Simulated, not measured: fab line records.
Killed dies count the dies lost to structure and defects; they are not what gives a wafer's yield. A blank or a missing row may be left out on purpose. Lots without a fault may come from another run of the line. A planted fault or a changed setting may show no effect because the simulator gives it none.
fab line records	flow sfq-line
record: lots: 6	wafers: 18	last-day: 94
route steps=325 shown INCOMING@1 L0@3
lots that met no fault: from a run of the same line without faults
start-h: hours from the record's first day to the start of the lot's first wafer shown	wait-h: hours elapsed since this lot's preceding step	" same as the row above	L1.1+2: a single row standing in for several wafers	- no value present, or no start provided	* or withheld: withheld	< > ~ a bound
route shown NAME@n: NAME is a module with steps in the file, n the number in the route of the first one	usual: average and standard deviation across the fault-free wafers	same: alike in all rows	chamber/n: place in a boat	sites: each site's reading	_std_site: how widely they spread, as a standard deviation	_edge_site: outer sites' mean less inner sites'	radius-mm: how far each site lies from the wafer's centre	mask NAME#n: copy n	behind: tool/chamber where the wafer was last shaped	hold: what put the lot on hold/how long, in hours/how the hold closed	device: names the non-switching transistor (n, p or np)	end of line: the tests these same wafers got at the end of their route	a step without rows: its recipe alone	killed: at the first sort, the dies lost to defects and structure; wafer yield is something else	map: a wafer's dies, marking killed ones x, the rest . and places with no die _
set.NAME: the setting that was run; set.NAME@STEP: the one run at that earlier step	model.NAME: the simulator's own value behind a step, which no gauge read
certain route steps with their lots: each step a table, each wafer a row
services: the hour from which a tool's chamber was out of use, counted from the record's first day as start-h (under 0 if before that day), plus the number of hours and why
== steps ==
step: SFQ_INCOMING_BOW_MEAS_900
recipe: mode: bow
usual: INCOMING_BOW: 0/6.5
lot.wafer	tool	chamber	start-h	wait-h	INCOMING_BOW[um]
L216.1	film-metro-04	-	30.00	-	-2
L216.3	"	-	"	"	-4
L216.6	"	-	"	"	1
L218.1	film-metro-02	-	40.00	-	-7
L218.5	"	-	"	"	-4
L218.6	"	-	"	"	4
L225.3	film-metro-04	-	75.04	-	1
L225.4	"	-	"	"	-9
L225.6	"	-	"	"	-2
L229.1	film-metro-02	-	95.10	-	10
L229.2	"	-	"	"	0
L229.3	"	-	"	"	5
L231.1	film-metro-04	-	105.00	-	-4
L231.5	"	-	"	"	6
L231.6	"	-	"	"	12
L235.3	film-metro-02	-	125.04	-	0
L235.5	"	-	"	"	-2
L235.6	"	-	"	"	-6
step: SFQ_TRILAYER_INCOMING_OXIDATION_002
recipe: temp-c: 1000	ambient: H2O	target-thk-a: 5000	p-h2o-torr: 720	ox-time-s: 4939
step: SFQ_TRILAYER_L0_DEP_SPUTTER_003
recipe: material: MoNx_KI	base-pressure-pa: 1.33e-06	target-thk-nm: 40	power-w: 800	time-s: 100	chamber-pressure-pa: 0.4
usual: cathode-dc-power-W: 800.00/0.13	throttle-valve-pct: 29.1/1.4
lot.wafer	tool	chamber	start-h	wait-h	cathode-dc-power-W	throttle-valve-pct
L216.1	pvd-sputter-03	-	32.49	0.0	799.92	30.8
L216.3	"	-	"	"	800.10	29.9
L216.6	"	-	"	"	799.88	30.7
L218.1	pvd-sputter-05	-	42.49	0.0	799.99	27.5
L218.5	"	-	"	"	800.00	27.5
L218.6	"	-	"	"	799.96	27.3
L225.3	pvd-sputter-03	-	77.49	0.0	799.94	30.1
L225.4	"	-	"	"	799.78	31.6
L225.6	"	-	"	"	800.06	30.9
L229.1	pvd-sputter-06	-	97.59	0.0	799.92	29.1
L229.2	"	-	"	"	800.01	29.7
L229.3	"	-	"	"	800.00	29.7
L231.1	pvd-sputter-05	-	107.49	0.0	800.07	29.7
L231.5	"	-	"	"	800.08	27.5
L231.6	"	-	"	"	800.01	27.7
L235.3	pvd-sputter-05	-	127.49	0.0	799.99	27.7
L235.5	"	-	"	"	800.08	28.2
L235.6	"	-	"	"	799.60	29.6
step: SFQ_L0_RS_MEAS_901
recipe: thk-meas-gauge: four-point-probe	reads: MoNx_KI_of_TRILAYER_L0_DEP_SPUTTER_003
usual: L0_MONX_KI_RS: 43.2/0.66
lot.wafer	tool	chamber	start-h	wait-h	L0_MONX_KI_RS[ohm/sq]
L216.1	film-metro-02	-	32.56	0.0	42.3
L216.3	"	-	"	"	43.4
L216.6	"	-	"	"	42.7
L218.1	film-metro-02	-	42.56	0.0	43.4
L218.5	"	-	"	"	42.4
L218.6	"	-	"	"	43.4
L225.3	film-metro-03	-	77.60	0.1	43.6
L225.4	"	-	"	"	44.1
L225.6	"	-	"	"	42.8
L229.1	film-metro-01	-	97.67	0.0	43.0
L229.2	"	-	"	"	42.3
L229.3	"	-	"	"	43.9
L231.1	film-metro-03	-	107.56	0.0	42.8
L231.5	"	-	"	"	42.2
L231.6	"	-	"	"	43.8
L235.3	film-metro-03	-	127.60	0.1	42.6
L235.5	"	-	"	"	43.4
L235.6	"	-	"	"	42.8
step: SFQ_L0_THK_MEAS_902
recipe: thk-meas-gauge: xrf	reads: MoNx_KI_of_TRILAYER_L0_DEP_SPUTTER_003
usual: L0_MONX_KI_THK: 39.6/0.61
lot.wafer	tool	chamber	start-h	wait-h	L0_MONX_KI_THK[nm]
L216.1	film-metro-02	-	32.68	0.1	40.7
L216.3	"	-	"	"	39.6
L216.6	"	-	"	"	40.3
L218.1	film-metro-02	-	42.68	0.1	39.6
L218.5	"	-	"	"	40.4
L218.6	"	-	"	"	39.6
L225.3	film-metro-03	-	77.70	0.1	39.2
L225.4	"	-	"	"	38.7
L225.6	"	-	"	"	40.1
L229.1	film-metro-01	-	97.79	0.1	39.9
L229.2	"	-	"	"	40.8
L229.3	"	-	"	"	39.0
L231.1	film-metro-03	-	107.68	0.1	40.1
L231.5	"	-	"	"	40.6
L231.6	"	-	"	"	39.1
L235.3	film-metro-03	-	127.70	0.1	40.2
L235.5	"	-	"	"	39.5
L235.6	"	-	"	"	39.7
step: SFQ_TRILAYER_L0_LITHO_COAT_010
recipe: resist: BARC	spin-rpm: 3000	resist-thk-nm: 62
step: SFQ_TRILAYER_L0_LITHO_COAT_005
recipe: resist: KrF	spin-rpm: 3000	resist-thk-nm: 600
step: SFQ_TRILAYER_L0_LITHO_SOFTBAKE_009
recipe: temp-c: withheld	time-s: withheld	resist: KrF
step: SFQ_TRILAYER_L0_LITHO_EXPOSE_006
recipe: mask-id: L0	na: 0.6	source-shape: conventional	sigma-outer: 0.65	target-cd-nm: 2000	dose-mj: 14.4
step: SFQ_TRILAYER_L0_LITHO_PEB_008
recipe: peb-temp-c: 115	peb-time-s: 60	resist: KrF
step: SFQ_TRILAYER_L0_LITHO_DEVELOP_007
recipe: time-s: 60	resist: KrF
step: SFQ_TRILAYER_L0_BARC_OPEN_METAL_ETCH_010
recipe: mask-material: PR	chemistry: O2	target-depth-nm: 125	target: BARC	icp-w: 600	bias-w: 80	pressure-mtorr: 10	time-s: 41.7
usual: drypump-motor-current-A: 5.9/0.42	oes-product-au: 0.684/0.0042
lot.wafer	tool	chamber	start-h	wait-h	drypump-motor-current-A	oes-product-au	rf-hours-counter-h
L216.1	rie-metal-01	1	69.88	0.1	5.6	0.687	176
L216.3	"	0	"	"	5.0	0.681	-
L216.6	"	1	"	"	5.6	0.688	-
L218.1	rie-metal-04	1	85.05	0.1	5.7	0.685	44
L218.5	"	0	"	"	6.2	0.683	-
L218.6	"	1	"	"	5.8	0.683	-
L225.3	rie-metal-01	0	120.62	0.1	5.0	0.680	-
L225.4	"	1	"	"	5.6	0.688	-
L225.6	"	1	"	"	5.6	0.693	-
L229.1	rie-metal-01	0	138.60	0.1	5.0	0.686	82
L229.2	"	1	"	"	5.6	0.690	189
L229.3	"	1	"	"	5.6	0.684	-
L231.1	rie-metal-02	0	149.40	0.1	6.3	0.688	7
L231.5	"	1	"	"	5.9	0.680	-
L231.6	"	0	"	"	6.3	0.684	-
L235.3	rie-metal-04	0	168.42	0.1	6.1	0.690	-
L235.5	"	1	"	"	5.7	0.680	-
L235.6	"	0	"	"	6.2	0.689	-
step: SFQ_TRILAYER_L0_ETCH_METAL_ETCH_008
recipe: target: MoNx_KI	stop-on: SiO2	mask-material: PR	chemistry: SF6/O2	target-depth-nm: 50	icp-w: 600	bias-w: 80	pressure-mtorr: 10	time-s: 25
usual: drypump-motor-current-A: 5.9/0.42	oes-product-au: 0.877/0.0087
lot.wafer	tool	chamber	start-h	wait-h	drypump-motor-current-A	oes-product-au	rf-hours-counter-h	model.KrF_of_TRILAYER_L0_LITHO_COAT_005.thk-nm
L216.1	rie-metal-01	1	69.94	0.0	5.6	0.889	176	482
L216.3	"	0	"	"	4.9	0.876	-	481
L216.6	"	1	"	"	5.6	0.875	-	481.9
L218.1	rie-metal-04	1	85.11	0.0	5.7	0.876	44	476.3
L218.5	"	0	"	"	6.2	0.889	-	478.8
L218.6	"	1	"	"	5.7	0.878	-	477.2
L225.3	rie-metal-01	0	120.68	0.0	5.0	0.868	-	479.4
L225.4	"	1	"	"	5.6	0.866	-	479.6
L225.6	"	1	"	"	5.6	0.853	-	479.6
L229.1	rie-metal-01	0	138.66	0.0	5.0	0.886	82	482.4
L229.2	"	1	"	"	5.6	0.846	189	476.1
L229.3	"	1	"	"	5.6	0.872	-	481.4
L231.1	rie-metal-02	0	149.46	0.0	6.3	0.881	7	481
L231.5	"	1	"	"	5.9	0.880	-	479.2
L231.6	"	0	"	"	6.4	0.876	-	481.9
L235.3	rie-metal-04	0	168.48	0.0	6.2	0.889	-	481.2
L235.5	"	1	"	"	5.7	0.868	-	478.6
L235.6	"	0	"	"	6.1	0.878	-	480
step: SFQ_TRILAYER_L0_STRIP_STRIP_009
recipe: gas: O2	power-w: 200	platen-temp-c: 40	overash-fraction: 0.65	chemistry: O2	pressure-mtorr: 50
usual: drypump-motor-current-A: 5.9/0.42	oes-product-au: 1.004/0.012
lot.wafer	tool	chamber	start-h	wait-h	drypump-motor-current-A	oes-product-au	rf-hours-counter-h
L216.1	rie-metal-01	1	69.98	0.0	5.6	0.996	176
L216.3	"	0	"	"	5.0	0.998	-
L216.6	"	1	"	"	5.6	1.002	-
L218.1	rie-metal-04	1	85.16	0.0	5.7	1.021	44
L218.5	"	0	"	"	6.2	1.015	-
L218.6	"	1	"	"	5.7	1.018	-
L225.3	rie-metal-01	0	120.91	0.2	5.0	1.002	-
L225.4	"	1	"	"	5.6	1.008	-
L225.6	"	1	"	"	5.6	1.005	-
L229.1	rie-metal-01	0	138.71	0.0	5.0	1.006	82
L229.2	"	1	"	"	5.6	1.001	189
L229.3	"	1	"	"	5.6	1.002	-
L231.1	rie-metal-02	0	149.51	0.0	6.3	0.993	7
L231.5	"	1	"	"	5.9	1.005	-
L231.6	"	0	"	"	6.3	0.995	-
L235.3	rie-metal-04	0	168.71	0.2	6.2	1.007	-
L235.5	"	1	"	"	5.7	1.024	-
L235.6	"	0	"	"	6.2	1.016	-
== services ==
tool	chamber	start-h	hours	kind
rie-metal-02	1	32.47	3.8	repair
rie-metal-02	1	36.47	-	clean
rie-metal-02	1	36.47	-	consumable-replace:focus-ring
rie-metal-02	1	36.47	17.6	scheduled-down
rie-metal-02	1	36.47	17.6	vent-cycle
pvd-sputter-06	-	37.56	0.5	repair
rie-metal-04	-	42.15	1.3	repair
pvd-sputter-03	-	69.02	3.7	repair
rie-metal-02	0	79.76	-	clean
rie-metal-02	0	79.76	-	consumable-replace:focus-ring
pvd-sputter-06	3	100.30	-	consumable-replace:kit
pvd-sputter-06	3	100.30	18.0	scheduled-down
pvd-sputter-06	3	100.30	18.0	vent-cycle
rie-metal-04	-	110.51	2.8	pm
pvd-sputter-03	-	114.90	3.7	repair
rie-metal-04	1	129.40	4.3	repair
rie-metal-02	-	131.68	15.6	pm
pvd-sputter-03	-	147.96	2.3	repair
rie-metal-01	-	148.47	16.1	repair
== key ==
first-sign: step: SFQ_TRILAYER_L0_ETCH_METAL_ETCH_008	reading: oes-product-au	direction: down	sigmas: 3.1	usual: 0.877	struck: 0.850
effect none on later readings
model-effect: step: SFQ_TRILAYER_L0_ETCH_METAL_ETCH_008	value: KrF_of_TRILAYER_L0_LITHO_COAT_005.thk-nm	without: 481.1	struck: 477.9
met-at SFQ_TRILAYER_L0_ETCH_METAL_ETCH_008
struck-wafers L225.6,L229.2
onset-between 69.94 120.68
fault: kind: process-parameter-drift	tool: rie-metal-01	chamber: -	onset-h: 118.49	steps: SFQ_TRILAYER_L0_ETCH_METAL_ETCH_008	channel: time-s	offset: *	shape: step	end-h: 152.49	scope: struck-wafers-only	acts-in: *	stated: *
